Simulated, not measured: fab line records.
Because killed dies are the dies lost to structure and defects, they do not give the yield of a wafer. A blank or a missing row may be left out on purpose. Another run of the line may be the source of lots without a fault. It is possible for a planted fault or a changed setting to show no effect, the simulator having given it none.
Problem report, 8D (eight disciplines) form, completed by code :: flow sky130 :: the parts of the form that need people (team, actions taken, sign-off) are left out

== 1. WHAT IS WRONG ==
VT_ADJUST_PCH_TW at SKY_VT_ADJUST_PCH_TW_MEAS_10 reads a mean of 115.7 on 6 wafers of 2 lots; wafers without a fault read 143.4 with a standard deviation of 2.6. That is -11 standard deviations from the usual mean.
First observed at day 12 08:32: wafer L660.2, on film metro-02. Wafers with a number at this step in the record: 36, from 12 lots. Rule for "out", or "out of limits": more than 4 standard deviations from the usual mean. All remaining wafers that have a number are taken as sound.

== 2. WHAT IT IS AND WHAT IT IS NOT ==
question: which readings at this step
is: VT_ADJUST_PCH_TW
is not: -

question: which lots
is: L660, L661
is not: L656, L657, L667, L669, L670, L674, L675, L676, L677, L678

question: which wafers of those lots
is: all that have a number
is not: -

question: read on which gauges
is: film metro-01, film metro-02
is not: film metro-03

question: when
is: from day 12 08:32
is not: up to then (6 sound wafers); but 24 sound wafers of L667, L669, L670, L674, L675, L676, L677, L678 came after

== 3. WHAT RULES OUT EACH SUSPECT ==
Counting: a tool at any process step up to the reading remains a suspect when it ran all the lots that are out and ran no sound lot after the first of those.
- the gauge at SKY_VT_ADJUST_PCH_TW_MEAS_10 has been ruled out. 2 gauges (film metro-01, film metro-02) read the wafers that are out.
- implanter-01 at SKY_VT_ADJUST_PCH_IMPLANT_08: kept. All lots that are out passed through it, beginning with L660 at day 12 08:19, and no sound lot followed; its final sound lot before that point was L657 at day 10 21:01. Out on those wafers are its own readings of dose ions cm2, faraday current uA.
Left after counting: implanter-01 at SKY_VT_ADJUST_PCH_IMPLANT_08.

== 4. THE CAUSE (what the simulator had put in) ==
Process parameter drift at SKY_VT_ADJUST_PCH_IMPLANT_08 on implanter-01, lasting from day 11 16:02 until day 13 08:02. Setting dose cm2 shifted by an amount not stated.
This tool alone remained once counting was done.

== 5. THE CHAIN OF EFFECTS, in route order ==
One row per reading whose mean, taken over the struck wafers that have a number, lies over 3 standard deviations from the usual. Readings are gone through only where the record gives a usual standard deviation; hours: the median, over the lots, of the time from a lot's start at the first step in this table giving one to that lot's start at this step; sigmas: the change measured in usual standard deviations.
hours: 0
step: SKY_VT_ADJUST_PCH_IMPLANT_08
reading: dose ions cm2
usual: 5e+11
on struck wafers: 2e+11
change: -3e+11
sigmas: -99 or more

hours: 0
step: SKY_VT_ADJUST_PCH_IMPLANT_08
reading: faraday current uA
usual: 2.83
on struck wafers: 1.20
change: -1.63
sigmas: -30

hours: 0
step: SKY_VT_ADJUST_PCH_TW_MEAS_10
reading: VT_ADJUST_PCH_TW
usual: 143.4
on struck wafers: 115.7
change: -27.7
sigmas: -11
Here are the process steps it includes:
- SKY_VT_ADJUST_PCH_IMPLANT_08

== 6. WHAT WOULD HAVE CAUGHT IT SOONER ==
16 hours passed between the start of the fault at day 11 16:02 and the first reading out of limits at a measuring or inspecting step in this record, taken at day 12 08:32.
The tool's own readings at SKY_VT_ADJUST_PCH_IMPLANT_08 were out on every struck wafer that the step has a row for (dose ions cm2, faraday current uA): an alarm limit on them would have fired on the first of those.
Among the 2 lots that are out, L661 began SKY_VT_ADJUST_PCH_IMPLANT_08 on implanter-01 after day 12 08:32. Had the tool been put on hold then, it would have been spared.
